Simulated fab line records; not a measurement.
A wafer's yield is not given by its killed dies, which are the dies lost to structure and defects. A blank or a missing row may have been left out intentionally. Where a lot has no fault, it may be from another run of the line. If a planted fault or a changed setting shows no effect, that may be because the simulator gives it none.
fab line records	flow sky130
[record] lots = 7	wafers = 21	lastDay = 48
route steps=708 shown VIA4@651 METAL5@661 PAD_OPEN@708
lots with no fault: from the same line, run without faults
startH: start of the lot's first displayed wafer, in hours after the record's first day	waitH: hours elapsed since this lot's preceding step	" unchanged from the row above	L1.1+2: one row covering several wafers at once	- either no value or no given start	* or withheld: withheld	< > ~ a bound
route shown NAME@n: a module of which the file shows steps, and the number in the route of the first	usual: mean/standard deviation taken from wafers without a fault	same: alike in all rows	chamber/n: place in a boat	sites: the reading at each site	_std_site: how widely they spread, as a standard deviation	_edge_site: inner sites' mean taken away from outer sites' mean	radiusMm: how far each site lies from the wafer's centre	mask NAME#n: copy n	behind: tool/chamber where the wafer was last shaped	hold: why the lot was held/for how many hours/how that ended	device: names the non-switching transistor (n, p or np)	end of line: the tests these same wafers got at the end of their route	a step given without rows: its recipe and nothing more	killed: at the first sort, the dies lost to defects and structure; wafer yield is something else	map: dies across one wafer; x = killed, . = not, _ = none there
set.NAME: the setting the step ran with; set.NAME@STEP: the setting that earlier step ran with	model.NAME: the simulator's own value behind a step, which no gauge read
certain route steps with their lots: each step a table, each wafer a row
services: when a tool's chamber went out of use (startH, in hours from the record's first day, below 0 if earlier), for how many hours, and the reason
[[steps]]
[step SKY_VIA4_ETCH_12]
[recipe] target = SiO2	chemistry = C4F8/O2/Ar	stopOn = TiN	maskMaterial = NOVOLAK	sourceW = 1500	biasW = 1200	pressureMtorr = 40	c4f8FlowSccm = withheld	O2_flow_sccm = 6	Ar_flow_sccm = 300	timeS = withheld	targetDepthA = 5800
[step SKY_VIA4_STRIP_13]
[recipe] chemistry = O2/N2	powerW = 1400	pressureMtorr = 1500	platenTempC = withheld	o2FlowSccm = 3000	n2FlowSccm = 300	overashFraction = 0.5
[step SKY_VIA4_STRIP_14]
[recipe] chemistry = postEtchResidueRemover	timeS = 1200	tempC = 72.5
[step SKY_VIA4_CLEAN_15]
[recipe] chemistry = IPA	timeS = 180	tempC = 25
[step SKY_VIA4_CLEAN_16]
[recipe] chemistry = O3/DIW	dry = n2Spin
[step SKY_VIA4_SPUTTER_17]
[recipe] material = TiN	targetThkNm = 20	chamberPressurePa = 5	powerW = 4000	timeS = 80
[usual] throttleValvePct = 30.0/0.7
[same] timeS = 80
lot.wafer	tool	chamber	startH	waitH	throttleValvePct
L829.1	pvdSputter-01	-	1001.86	0.0	28.8
L829.5	"	-	"	"	30.6
L829.6	"	-	"	"	31.0
L834.2	pvdSputter-01	-	1034.73	0.0	28.8
L834.4	"	-	"	"	30.6
L834.5	"	-	"	"	29.0
L836.2	pvdSputter-01	-	1054.32	0.0	30.9
L836.5	"	-	"	"	28.9
L836.6	"	-	"	"	30.4
L837.1	pvdSputter-01	-	1057.86	0.0	31.1
L837.2	"	-	"	"	30.9
L837.3	"	-	"	"	29.0
L838.3	pvdSputter-03	-	1065.33	0.0	29.3
L838.5	"	-	"	"	29.4
L838.6	"	-	"	"	29.3
L839.1	pvdSputter-03	-	1070.17	0.0	29.3
L839.3	"	-	"	"	29.2
L839.4	"	-	"	"	31.0
L844.2	pvdSputter-03	-	1099.08	0.0	29.6
L844.4	"	-	"	"	29.5
L844.5	"	-	"	"	29.3
[step SKY_VIA4_CVD_18]
[recipe] material = W	targetThkNm = 505	timeS = 152.14	tempC = 400	pressureTorr = 40
[step SKY_VIA4_RS_MEAS_19]
[recipe] thkMeasGauge = four-point-probe	reads = W_of_VIA4_CVD_18+TiN_of_VIA4_SPUTTER_17
[usual] VIA4_W_RS = 0.2277/0.0024
lot.wafer	tool	chamber	startH	waitH	VIA4_W_RS[ohm/sq]
L829.1	filmMetro-01	-	1002.08	0.1	0.2278
L829.5	"	-	"	"	0.2277
L829.6	"	-	"	"	0.2308
L834.2	filmMetro-04	-	1034.96	0.1	0.2272
L834.4	"	-	"	"	0.2312
L834.5	"	-	"	"	0.2288
L836.2	filmMetro-04	-	1054.55	0.1	0.2267
L836.5	"	-	"	"	0.2253
L836.6	"	-	"	"	0.2276
L837.1	filmMetro-03	-	1058.08	0.1	0.2272
L837.2	"	-	"	"	0.2270
L837.3	"	-	"	"	0.2275
L838.3	filmMetro-04	-	1065.58	0.1	0.2279
L838.5	"	-	"	"	0.2241
L838.6	"	-	"	"	0.2275
L839.1	filmMetro-04	-	1070.54	0.3	0.2263
L839.3	"	-	"	"	0.2252
L839.4	"	-	"	"	0.2260
L844.2	filmMetro-03	-	1099.31	0.1	0.2259
L844.4	"	-	"	"	0.2266
L844.5	"	-	"	"	0.2284
[step SKY_VIA4_THK_MEAS_20]
[recipe] thkMeasGauge = xrf	reads = W_of_VIA4_CVD_18
[usual] VIA4_W_THK = 511/6.3
lot.wafer	tool	chamber	startH	waitH	VIA4_W_THK[nm]
L829.1	filmMetro-01	-	1002.20	0.1	512
L829.5	"	-	"	"	509
L829.6	"	-	"	"	502
L834.2	filmMetro-04	-	1035.07	0.1	516
L834.4	"	-	"	"	506
L834.5	"	-	"	"	510
L836.2	filmMetro-04	-	1054.66	0.1	519
L836.5	"	-	"	"	522
L836.6	"	-	"	"	514
L837.1	filmMetro-03	-	1058.20	0.1	515
L837.2	"	-	"	"	516
L837.3	"	-	"	"	515
L838.3	filmMetro-04	-	1065.68	0.1	510
L838.5	"	-	"	"	517
L838.6	"	-	"	"	510
L839.1	filmMetro-04	-	1070.66	0.1	512
L839.3	"	-	"	"	515
L839.4	"	-	"	"	512
L844.2	filmMetro-03	-	1099.42	0.1	514
L844.4	"	-	"	"	512
L844.5	"	-	"	"	505
[step SKY_VIA4_CMP_21]
[recipe] stopOn = SiO2	tOverpolishS = 25	downForcePsi = 3.5	platenRpm = 61.22	targetThkNm = 0	padVelocityMS = 0.94248
[step SKY_METAL5_SPUTTER_00]
[recipe] material = Ti	targetThkNm = 15	powerW = 3000	timeS = 10	chamberPressurePa = 0.4
[usual] throttleValvePct = 30.6/1.1
[same] timeS = 10
lot.wafer	tool	chamber	startH	waitH	throttleValvePct
L829.1	pvdSputter-02	-	1002.56	0.1	31.9
L829.5	"	-	"	"	32.1
L829.6	"	-	"	"	29.2
L834.2	pvdSputter-02	-	1035.42	0.1	31.0
L834.4	"	-	"	"	31.8
L834.5	"	-	"	"	30.7
L836.2	pvdSputter-02	-	1055.01	0.2	31.1
L836.5	"	-	"	"	31.3
L836.6	"	-	"	"	28.9
L837.1	pvdSputter-02	-	1058.56	0.1	31.8
L837.2	"	-	"	"	29.2
L837.3	"	-	"	"	31.1
L838.3	pvdSputter-01	-	1066.02	0.2	28.9
L838.5	"	-	"	"	28.9
L838.6	"	-	"	"	30.8
L839.1	pvdSputter-02	-	1071.02	0.2	30.9
L839.3	"	-	"	"	31.9
L839.4	"	-	"	"	29.0
L844.2	pvdSputter-01	-	1099.77	0.1	30.4
L844.4	"	-	"	"	30.9
L844.5	"	-	"	"	30.5
[step SKY_METAL5_SPUTTER_01]
[recipe] material = TiN	targetThkNm = 20	powerW = 6500	timeS = 16.7	chamberPressurePa = 0.4
[step SKY_METAL5_SPUTTER_02]
[recipe] material = AlCu	targetThkNm = 1150	powerW = 10600	timeS = 61.2	chamberPressurePa = 0.4
[usual] throttleValvePct = 30.6/1.1
lot.wafer	tool	chamber	startH	waitH	throttleValvePct	model.AlCu_of_METAL5_SPUTTER_02.thkNm
L829.1	pvdSputter-02	-	1002.60	0.0	32.2	1132
L829.5	"	-	"	"	31.5	1157
L829.6	"	-	"	"	29.2	1158
L834.2	pvdSputter-02	-	1035.47	0.0	30.7	1167
L834.4	"	-	"	"	32.0	1145
L834.5	"	-	"	"	31.0	1165
L836.2	pvdSputter-02	-	1055.06	0.0	30.9	1164
L836.5	"	-	"	"	31.1	932.9
L836.6	"	-	"	"	28.9	1158
L837.1	pvdSputter-02	-	1058.60	0.0	31.9	1150
L837.2	"	-	"	"	28.9	1158
L837.3	"	-	"	"	31.1	933
L838.3	pvdSputter-01	-	1066.07	0.0	28.8	1134
L838.5	"	-	"	"	29.2	1135
L838.6	"	-	"	"	30.8	1140
L839.1	pvdSputter-02	-	1071.07	0.0	30.7	1169
L839.3	"	-	"	"	31.5	951.1
L839.4	"	-	"	"	29.1	1166
L844.2	pvdSputter-01	-	1099.82	0.0	30.4	1153
L844.4	"	-	"	"	31.0	1133
L844.5	"	-	"	"	30.6	1152
[step SKY_METAL5_SPUTTER_03]
[recipe] material = Ti	targetThkNm = 5	powerW = 3000	timeS = 3.3	chamberPressurePa = 0.4
[step SKY_METAL5_SPUTTER_04]
[recipe] material = TiN	targetThkNm = 70	powerW = 6500	timeS = 58.3	chamberPressurePa = 0.4
[usual] throttleValvePct = 30.6/1.1
[same] timeS = 58.3
lot.wafer	tool	chamber	startH	waitH	throttleValvePct
L829.1	pvdSputter-02	-	1002.67	0.0	31.7
L829.5	"	-	"	"	31.7
L829.6	"	-	"	"	28.9
L834.2	pvdSputter-02	-	1035.54	0.0	31.1
L834.4	"	-	"	"	31.9
L834.5	"	-	"	"	30.9
L836.2	pvdSputter-02	-	1055.13	0.0	30.9
L836.5	"	-	"	"	30.9
L836.6	"	-	"	"	29.0
L837.1	pvdSputter-02	-	1058.67	0.0	32.1
L837.2	"	-	"	"	29.3
L837.3	"	-	"	"	30.8
L838.3	pvdSputter-01	-	1066.14	0.0	28.9
L838.5	"	-	"	"	29.2
L838.6	"	-	"	"	30.7
L839.1	pvdSputter-02	-	1071.13	0.0	31.1
L839.3	"	-	"	"	31.7
L839.4	"	-	"	"	29.0
L844.2	pvdSputter-01	-	1099.89	0.0	30.4
L844.4	"	-	"	"	30.8
L844.5	"	-	"	"	30.3
[step SKY_METAL5_RS_MEAS_05]
[recipe] thkMeasGauge = four-point-probe	reads = TiN_of_METAL5_SPUTTER_04+Ti_of_METAL5_SPUTTER_03+AlCu_of_METAL5_SPUTTER_02+TiN_of_METAL5_SPUTTER_01+Ti_of_METAL5_SPUTTER_00
[usual] METAL5_ALCU_RS = 0.0271/0.00035
lot.wafer	tool	chamber	startH	waitH	METAL5_ALCU_RS[ohm/sq]
L829.1	filmMetro-04	-	1002.72	0.0	0.0275
L829.5	"	-	"	"	0.0269
L829.6	"	-	"	"	0.0269
L834.2	filmMetro-04	-	1035.61	0.0	0.0266
L834.4	"	-	"	"	0.0272
L834.5	"	-	"	"	0.0267
L836.2	filmMetro-02	-	1055.20	0.0	0.0267
L836.5	"	-	"	"	0.0333
L836.6	"	-	"	"	0.0268
L837.1	filmMetro-03	-	1058.72	0.0	0.0271
L837.2	"	-	"	"	0.0270
L837.3	"	-	"	"	0.0335
L838.3	filmMetro-04	-	1066.23	0.1	0.0274
L838.5	"	-	"	"	0.0274
L838.6	"	-	"	"	0.0273
L839.1	filmMetro-03	-	1071.18	0.0	0.0267
L839.3	"	-	"	"	0.0328
L839.4	"	-	"	"	0.0268
L844.2	filmMetro-04	-	1099.96	0.0	0.0270
L844.4	"	-	"	"	0.0274
L844.5	"	-	"	"	0.0270
[step SKY_METAL5_THK_MEAS_06]
[recipe] thkMeasGauge = xrf	reads = AlCu_of_METAL5_SPUTTER_02
[usual] METAL5_ALCU_THK = 1130/16
lot.wafer	tool	chamber	startH	waitH	METAL5_ALCU_THK[nm]
L829.1	filmMetro-04	-	1002.84	0.1	1113
L829.5	"	-	"	"	1140
L829.6	"	-	"	"	1138
L834.2	filmMetro-04	-	1035.72	0.1	1143
L834.4	"	-	"	"	1115
L834.5	"	-	"	"	1143
L836.2	filmMetro-02	-	1055.31	0.1	1151
L836.5	"	-	"	"	925
L836.6	"	-	"	"	1143
L837.1	filmMetro-03	-	1058.84	0.1	1134
L837.2	"	-	"	"	1142
L837.3	"	-	"	"	917
L838.3	filmMetro-04	-	1066.33	0.1	1116
L838.5	"	-	"	"	1112
L838.6	"	-	"	"	1116
L839.1	filmMetro-03	-	1071.30	0.1	1153
L839.3	"	-	"	"	934
L839.4	"	-	"	"	1145
L844.2	filmMetro-04	-	1100.07	0.1	1130
L844.4	"	-	"	"	1110
L844.5	"	-	"	"	1131
[step SKY_METAL5_DEHYDRATE_07]
[recipe] tempC = 200	timeS = 60
[step SKY_METAL5_HMDS_08]
[recipe] primeTimeS = 60	primeTempC = 120
[step SKY_METAL5_COAT_09]
[recipe] resist = NOVOLAK	spinRpm = 3000	resistThkNm = 1800
[step SKY_METAL5_SOFTBAKE_10]
[recipe] tempC = 90	timeS = 60	resist = NOVOLAK
[step SKY_METAL5_EXPOSE_11]
[recipe] maskId = MM5	na = 0.6	sourceShape = conventional	sigmaOuter = 0.6	polarization = unpolarized	targetCdNm = 1600	doseMj = 190
[step SKY_METAL5_PEB_12]
[recipe] tempC = withheld	timeS = *	resist = NOVOLAK
[step SKY_METAL5_DEVELOP_13]
[recipe] resist = NOVOLAK	developer = TMAH	developTimeS = 60	devTempC = 23
[step SKY_METAL5_DESCUM_14]
[recipe] chemistry = O2	sourcePowerW = 150	biasPowerW = 0	pressureMtorr = 10	tempC = 40	timeS = 11
[usual] drypumpMotorCurrentA = 5.97/0.21	oesProductAu = 0.998/0.01
[same] timeS = 11
lot.wafer	tool	chamber	startH	waitH	drypumpMotorCurrentA	oesProductAu	rfHoursCounterH
L829.1	rieMetal-04	1	1025.61	0.1	5.95	1.005	16
L829.5	"	1	"	"	5.96	1.013	-
L829.6	"	0	"	"	6.39	1.009	-
L834.2	rieMetal-04	1	1058.01	0.1	5.97	0.998	19
L834.4	"	1	"	"	6.04	1.005	-
L834.5	"	0	"	"	6.39	1.006	-
L836.2	rieMetal-03	1	1075.76	0.1	5.81	0.987	23
L836.5	"	0	"	"	5.89	1.004	-
L836.6	"	1	"	"	5.87	0.984	-
L837.1	rieMetal-02	0	1080.08	0.1	5.89	0.997	7
L837.2	"	1	"	"	5.69	1.006	13
L837.3	"	1	"	"	5.71	1.002	-
L838.3	rieMetal-04	0	1086.78	0.1	6.37	1.006	-
L838.5	"	0	"	"	6.37	1.004	-
L838.6	"	1	"	"	5.98	0.993	-
L839.1	rieMetal-02	1	1091.07	0.1	5.69	0.998	14
L839.3	"	0	"	"	5.92	0.986	-
L839.4	"	1	"	"	5.70	0.996	-
L844.2	rieMetal-04	0	1119.78	0.1	6.36	1.003	7
L844.4	"	1	"	"	5.97	1.015	-
L844.5	"	1	"	"	5.99	1.007	-
[step SKY_METAL5_METAL_ETCH_15]
[recipe] targetDepthA = 12600	stopOn = SiO2	overEtchFrac = 0.2	timeS = 252	chemistry = Cl2/BCl3	resistSidewallDeg = 86	pressureMtorr = 10	icpW = 900	biasW = 48.5	Cl2_flow_sccm = 60	bcl3FlowSccm = 30
[usual] drypumpMotorCurrentA = 5.97/0.21	oesProductAu = 0.893/0.0053	throttleValvePct = 22.265/0.0081
[same] timeS = 252
lot.wafer	tool	chamber	startH	waitH	drypumpMotorCurrentA	oesProductAu	rfHoursCounterH	throttleValvePct
L829.1	rieMetal-04	1	1025.65	0.0	5.96	0.904	16	22.262
L829.5	"	1	"	"	5.94	0.897	-	22.264
L829.6	"	0	"	"	6.35	0.894	-	22.273
L834.2	rieMetal-04	1	1058.05	0.0	5.97	0.898	19	22.268
L834.4	"	1	"	"	5.98	0.895	-	22.256
L834.5	"	0	"	"	6.40	0.904	-	22.273
L836.2	rieMetal-03	1	1075.80	0.0	5.83	0.887	23	22.268
L836.5	"	0	"	"	5.89	0.804	-	22.264
L836.6	"	1	"	"	5.89	0.886	-	22.269
L837.1	rieMetal-02	0	1080.11	0.0	5.89	0.898	7	22.267
L837.2	"	1	"	"	5.69	0.888	13	22.252
L837.3	"	1	"	"	5.71	0.814	-	22.277
L838.3	rieMetal-04	0	1086.88	0.1	6.38	0.895	-	22.262
L838.5	"	0	"	"	6.38	0.893	-	22.267
L838.6	"	1	"	"	5.98	0.888	-	22.278
L839.1	rieMetal-02	1	1091.10	0.0	5.69	0.899	14	22.280
L839.3	"	0	"	"	5.89	0.819	-	22.270
L839.4	"	1	"	"	5.71	0.893	-	22.253
L844.2	rieMetal-04	0	1119.81	0.0	6.36	0.907	7	22.268
L844.4	"	1	"	"	6.01	0.895	-	22.265
L844.5	"	1	"	"	5.97	0.896	-	22.263
[step SKY_METAL5_STRIP_16]
[recipe] chemistry = O2/N2	powerW = 1400	pressureMtorr = 1500	platenTempC = withheld	o2FlowSccm = 3000	n2FlowSccm = 300	overashFraction = 0.5
[usual] drypumpMotorCurrentA = 6.27/0.21	oesProductAu = 0.711/0.0046	stripTimeToEndpointS = 13.10/0.16
lot.wafer	tool	chamber	startH	waitH	drypumpMotorCurrentA	oesProductAu	rfHoursCounterH	stripTimeToEndpointS
L829.1	plasmaAsher-01	1	1025.88	0.2	6.38	0.707	91	12.96
L829.5	"	1	"	"	6.39	0.715	-	12.95
L829.6	"	0	"	"	6.04	0.706	-	12.95
L834.2	plasmaAsher-01	0	1058.28	0.2	6.04	0.713	95	12.97
L834.4	"	0	"	"	6.03	0.712	-	12.99
L834.5	"	1	"	"	6.36	0.707	-	12.92
L836.2	plasmaAsher-01	1	1076.03	0.2	6.35	0.706	97	13.31
L836.5	"	0	"	"	6.04	0.710	-	13.16
L836.6	"	1	"	"	6.34	0.702	-	13.29
L837.1	plasmaAsher-02	0	1080.35	0.2	6.69	0.715	31	13.17
L837.2	"	1	"	"	6.06	0.712	31	13.06
L837.3	"	1	"	"	6.09	0.716	-	13.02
L838.3	plasmaAsher-01	0	1087.07	0.1	6.01	0.713	-	13.03
L838.5	"	0	"	"	6.05	0.709	-	12.94
L838.6	"	1	"	"	6.38	0.707	-	13.02
L839.1	plasmaAsher-01	1	1091.33	0.2	6.37	0.710	98	13.23
L839.3	"	0	"	"	6.04	0.704	-	13.31
L839.4	"	1	"	"	6.38	0.712	-	13.24
L844.2	plasmaAsher-03	0	1120.05	0.2	6.18	0.703	6	12.87
L844.4	"	1	"	"	6.27	0.715	-	12.88
L844.5	"	1	"	"	6.25	0.708	-	12.91
[step SKY_PAD_OPEN_PROBE_99]
[usual] defectLimitedYield = 82.7/1.7	killed_at_M0_to_M3 = 44/7.1	killed_at_M4_up = 3.3/1.8	killedAtContacts = 23/5.5	killedAtFrontEnd = 15/4.5	killedAtOther = 0.2/0.48	killedDies = 85/8.4	killedOpen = 46/6.6	killedShort = 39/6.1	sort_bin_3_pad_short = 0.9/0.36	sort_bin_5_function = 10.3/1.4	sort_bin_6_memory = 6.2/1	sortNPass = 407/8.4	sortYieldPct = 82.7/1.7
[same] grossDies = 492	killedAtBackSide = 0	sort_bin_4_leakage[%] = 0	sort_bin_8_speed[%] = 0
lot.wafer	tool	chamber	startH	waitH	defectLimitedYield[%]	killed_at_M0_to_M3	killed_at_M4_up	killedAtContacts	killedAtFrontEnd	killedAtOther	killedDies	killedOpen	killedShort	sort_bin_3_pad_short[%]	sort_bin_5_function[%]	sort_bin_6_memory[%]	sortNPass	sortYieldPct[%]	model.etest.met5.rsOhmSq	model.etest.met5.lineOhmUm
L829.1	prober-01	-	1072.44	0.1	83.7	41	3	22	13	1	80	43	37	0.8	8.7	6.7	412	83.7	0.0277	0.01729
L829.5	prober-01	-	1072.64	0.2	80.3	50	6	23	18	0	97	64	33	1.0	12.0	6.7	395	80.3	0.02704	0.01687
L829.6	prober-01	-	1072.69	0.2	81.5	50	4	23	14	0	91	45	46	0.8	11.0	6.7	401	81.5	0.02718	0.01696
L834.2	prober-01	-	1105.26	0.1	79.3	50	5	30	17	0	102	56	45	1.2	12.0	7.5	390	79.3	0.02665	0.01674
L834.4	prober-01	-	1105.36	0.2	79.9	56	4	19	20	0	99	53	46	0.8	11.4	7.9	393	79.9	0.02718	0.01701
L834.5	prober-01	-	1105.41	0.2	85.0	35	2	21	16	0	74	41	32	1.0	8.7	5.3	418	85.0	0.02708	0.017
L836.2	prober-02	-	1119.15	0.1	82.1	54	4	13	17	0	88	48	40	0.8	11.8	5.3	404	82.1	0.02651	0.01665
L836.5	prober-02	-	1119.30	0.2	83.3	45	3	18	16	0	82	44	36	0.6	11.2	4.9	410	83.3	0.03396	0.02115
L836.6	prober-02	-	1119.35	0.2	83.5	43	5	13	20	0	81	34	47	0.6	10.6	5.3	411	83.5	0.02718	0.01713
L837.1	prober-01	-	1124.27	0.1	82.5	45	1	30	10	0	86	49	37	1.6	10.4	5.5	406	82.5	0.02744	0.01714
L837.2	prober-01	-	1124.32	0.1	85.4	35	3	26	8	0	72	44	28	0.6	10.4	3.7	420	85.4	0.02703	0.01703
L837.3	prober-01	-	1124.37	0.2	82.1	41	8	17	22	0	88	50	38	0.6	10.6	6.7	404	82.1	0.03344	0.02106
L838.3	prober-02	-	1129.92	0.2	83.1	41	2	25	15	0	83	50	33	1.0	11.2	4.7	409	83.1	0.02763	0.01726
L838.5	prober-02	-	1130.02	0.2	82.9	35	3	24	22	0	84	48	36	0.6	11.6	4.9	408	82.9	0.02773	0.01732
L838.6	prober-02	-	1130.07	0.2	84.6	35	3	23	15	0	76	46	30	0.8	10.2	4.5	416	84.6	0.02712	0.01702
L839.1	prober-01	-	1134.54	0.1	82.9	39	2	18	24	1	84	35	49	0.8	8.3	7.9	408	82.9	0.02652	0.01673
L839.3	prober-01	-	1134.64	0.2	82.7	46	4	24	11	0	85	51	34	0.8	9.1	7.3	407	82.7	0.03318	0.02076
L839.4	prober-01	-	1134.69	0.2	82.9	46	3	21	14	0	84	48	36	1.0	10.4	5.7	408	82.9	0.02661	0.01672
L844.2	prober-01	-	1159.94	0.1	82.5	47	1	29	9	0	86	46	40	0.8	11.4	5.3	406	82.5	0.02708	0.01684
L844.4	prober-01	-	1160.04	0.2	82.7	58	3	16	8	0	85	48	37	0.8	11.6	4.9	407	82.7	0.02787	0.01741
L844.5	prober-01	-	1160.09	0.2	82.7	45	0	30	10	0	85	55	30	0.8	11.4	5.1	407	82.7	0.02698	0.0168
// killed by level:class
L829.1 CONTACT:geometricParticle:open=9 VIA3:geometricParticle:open=8 VIA1:geometricParticle:open=6 LI_CONTACT:geometricParticle:short=5 VIA2:geometricParticle:open=5 METAL3:geometricParticle:short=5 FIELD_ISO:geometricParticle:open=4 POLY_GATE:geometricParticle:open=4
L829.5 VIA1:geometricParticle:open=21 LI_CONTACT:geometricParticle:open=10 POLY_GATE:geometricParticle:open=9 CONTACT:geometricParticle:open=8 VIA2:geometricParticle:open=6 METAL4:geometricParticle:short=5 VIA1:geometricParticle:short=5 METAL2:geometricParticle:short=5
L829.6 VIA1:geometricParticle:open=14 METAL1:geometricParticle:short=9 POLY_GATE:geometricParticle:open=6 LI_CONTACT:geometricParticle:open=6 CONTACT:geometricParticle:open=5 VIA3:geometricParticle:open=5 VIA2:geometricParticle:open=4 LOCAL_INTERCONNECT:geometricParticle:short=4
L834.2 VIA1:geometricParticle:open=11 VIA2:geometricParticle:open=10 CONTACT:geometricParticle:open=8 LI_CONTACT:geometricParticle:open=7 VIA1:geometricParticle:short=7 POLY_GATE:geometricParticle:short=6 CONTACT:geometricParticle:short=6 VIA3:geometricParticle:open=6
L834.4 VIA1:geometricParticle:open=14 METAL2:geometricParticle:short=9 VIA1:geometricParticle:short=9 LI_CONTACT:geometricParticle:open=8 VIA3:geometricParticle:open=7 CONTACT:geometricParticle:open=6 METAL1:geometricParticle:short=5 POLY_GATE:geometricParticle:open=5
L834.5 CONTACT:geometricParticle:open=9 VIA1:geometricParticle:open=9 VIA2:geometricParticle:short=6 VIA3:geometricParticle:open=6 CONTACT:geometricParticle:short=4 VIA3:geometricParticle:short=4 FIELD_ISO:geometricParticle:short=3 FIELD_ISO:geometricParticle:open=3
L836.2 VIA3:geometricParticle:open=11 METAL2:geometricParticle:short=9 VIA1:geometricParticle:open=8 VIA2:geometricParticle:short=7 FIELD_ISO:geometricParticle:open=6 LI_CONTACT:geometricParticle:open=5 POLY_GATE:geometricParticle:short=4 CONTACT:geometricParticle:short=4
L836.5 VIA3:geometricParticle:open=9 VIA1:geometricParticle:short=9 VIA1:geometricParticle:open=8 POLY_GATE:geometricParticle:open=6 LI_CONTACT:geometricParticle:open=6 CONTACT:geometricParticle:open=5 POLY_GATE:geometricParticle:short=4 VIA3:geometricParticle:short=4
L836.6 VIA1:geometricParticle:open=8 METAL2:geometricParticle:short=7 POLY_GATE:geometricParticle:short=6 VIA3:geometricParticle:open=6 VIA3:geometricParticle:short=6 VIA1:geometricParticle:short=5 FIELD_ISO:geometricParticle:open=4 METAL1:geometricParticle:short=4
L837.1 CONTACT:geometricParticle:open=10 VIA1:geometricParticle:open=8 LI_CONTACT:geometricParticle:open=7 METAL1:geometricParticle:short=6 VIA3:geometricParticle:short=6 LOCAL_INTERCONNECT:geometricParticle:short=5 VIA3:geometricParticle:open=5 FIELD_ISO:geometricParticle:open=4
L837.2 VIA1:geometricParticle:open=8 LOCAL_INTERCONNECT:geometricParticle:short=6 CONTACT:geometricParticle:open=6 VIA2:geometricParticle:open=6 VIA3:geometricParticle:open=5 LI_CONTACT:geometricParticle:open=5 METAL2:geometricParticle:short=5 LOCAL_INTERCONNECT:geometricParticle:open=4
L837.3 VIA1:geometricParticle:open=10 CONTACT:geometricParticle:open=9 VIA2:geometricParticle:open=7 FIELD_ISO:geometricParticle:open=6 FIELD_ISO:geometricParticle:short=6 METAL1:geometricParticle:short=5 METAL2:geometricParticle:short=5 METAL4:geometricParticle:short=5
L838.3 CONTACT:geometricParticle:open=10 LI_CONTACT:geometricParticle:open=7 VIA2:geometricParticle:open=7 VIA1:geometricParticle:open=6 METAL2:geometricParticle:short=6 METAL1:geometricParticle:short=5 VIA3:geometricParticle:open=5 FIELD_ISO:geometricParticle:short=4
L838.5 POLY_GATE:geometricParticle:open=8 VIA1:geometricParticle:open=8 CONTACT:geometricParticle:open=8 VIA3:geometricParticle:open=7 LI_CONTACT:geometricParticle:open=6 LOCAL_INTERCONNECT:geometricParticle:short=5 VIA3:geometricParticle:short=4 SPACER:geometricParticle:short=4
L838.6 CONTACT:geometricParticle:open=10 VIA1:geometricParticle:open=8 VIA1:geometricParticle:short=7 LI_CONTACT:geometricParticle:open=6 LOCAL_INTERCONNECT:geometricParticle:short=5 POLY_GATE:geometricParticle:open=4 SPACER:geometricParticle:open=4 METAL1:geometricParticle:short=4
L839.1 METAL1:geometricParticle:short=8 FIELD_ISO:geometricParticle:short=7 VIA3:geometricParticle:open=7 FIELD_ISO:geometricParticle:open=6 LI_CONTACT:geometricParticle:open=6 LOCAL_INTERCONNECT:geometricParticle:short=6 POLY_GATE:geometricParticle:open=5 POLY_GATE:geometricParticle:short=5
L839.3 VIA1:geometricParticle:open=11 LI_CONTACT:geometricParticle:open=9 VIA3:geometricParticle:open=8 METAL1:geometricParticle:short=7 CONTACT:geometricParticle:short=6 VIA2:geometricParticle:open=6 POLY_GATE:geometricParticle:open=5 CONTACT:geometricParticle:open=5
L839.4 CONTACT:geometricParticle:open=8 VIA1:geometricParticle:open=8 VIA2:geometricParticle:open=8 METAL1:geometricParticle:short=5 VIA3:geometricParticle:open=5 POLY_GATE:geometricParticle:open=4 LI_CONTACT:geometricParticle:open=4 CONTACT:geometricParticle:short=4
L844.2 CONTACT:geometricParticle:open=13 VIA1:geometricParticle:open=10 METAL1:geometricParticle:short=8 LOCAL_INTERCONNECT:geometricParticle:short=8 VIA2:geometricParticle:open=6 VIA3:geometricParticle:open=6 CONTACT:geometricParticle:short=4 LI_CONTACT:geometricParticle:open=3
L844.4 VIA1:geometricParticle:open=19 METAL1:geometricParticle:short=9 CONTACT:geometricParticle:open=7 VIA2:geometricParticle:open=7 VIA3:geometricParticle:open=5 VIA1:geometricParticle:short=5 LI_CONTACT:geometricParticle:short=4 LI_CONTACT:geometricParticle:open=4
L844.5 CONTACT:geometricParticle:open=13 VIA1:geometricParticle:open=12 VIA3:geometricParticle:open=8 LI_CONTACT:geometricParticle:open=7 METAL1:geometricParticle:short=5 LOCAL_INTERCONNECT:geometricParticle:short=5 VIA2:geometricParticle:open=5 VIA1:geometricParticle:short=5
[[services]]
tool	chamber	startH	hours	kind
plasmaAsher-02	-	993.85	2.8	pm
rieMetal-04	0	995.13	-	clean
rieMetal-04	0	995.13	12.2	scheduledDown
rieMetal-04	0	995.13	12.2	ventCycle
pvdSputter-02	1	1032.23	-	consumableReplace:kit
pvdSputter-02	1	1032.23	18.0	scheduledDown
pvdSputter-02	1	1032.23	18.0	ventCycle
plasmaAsher-01	-	1041.62	0.9	repair
plasmaAsher-02	-	1051.52	14.6	pm
plasmaAsher-03	-	1055.26	9.0	pm
plasmaAsher-03	0	1055.26	9.0	ventCycle
plasmaAsher-03	1	1055.26	9.0	ventCycle
pvdSputter-01	3	1056.59	-	consumableReplace:kit
pvdSputter-01	3	1056.59	18.0	scheduledDown
pvdSputter-01	3	1056.59	18.0	ventCycle
rieMetal-02	-	1059.97	0.2	repair
plasmaAsher-03	0	1064.26	-	clean
plasmaAsher-03	1	1064.26	-	clean
plasmaAsher-03	-	1086.30	1.7	repair
pvdSputter-03	1	1090.04	-	consumableReplace:kit
pvdSputter-03	1	1090.04	18.0	scheduledDown
pvdSputter-03	1	1090.04	18.0	ventCycle
pvdSputter-02	-	1090.04	1.3	repair
pvdSputter-01	-	1107.61	8.2	repair
[[key]]
[firstSign] step = SKY_METAL5_RS_MEAS_05	reading = METAL5_ALCU_RS	direction = up	sigmas = 18	usual = 0.0271	struck = 0.0332
[effect] step = SKY_METAL5_THK_MEAS_06	reading = METAL5_ALCU_THK	direction = down	sigmas = 13	usual = 1130	struck = 925
[effect] step = SKY_METAL5_METAL_ETCH_15	reading = oesProductAu	direction = down	sigmas = 15	usual = 0.893	struck = 0.812
[modelEffect] step = SKY_METAL5_SPUTTER_02	value = AlCu_of_METAL5_SPUTTER_02.thkNm	without = 1164	struck = 939
[modelEffect] step = SKY_PAD_OPEN_PROBE_99	value = etest.met5.rsOhmSq	without = 0.02699	struck = 0.03353
metAt SKY_METAL5_SPUTTER_02
struckWafers L836.5,L837.3,L839.3
onsetBetween 1035.47 1055.06
[fault] kind = processParameterDrift	tool = pvdSputter-02	chamber = -	onsetH = 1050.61	steps = SKY_METAL5_SPUTTER_02	channel = timeS	offset = *	shape = step	endH = 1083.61	scope = struckWafersOnly	actsIn = *	stated = *
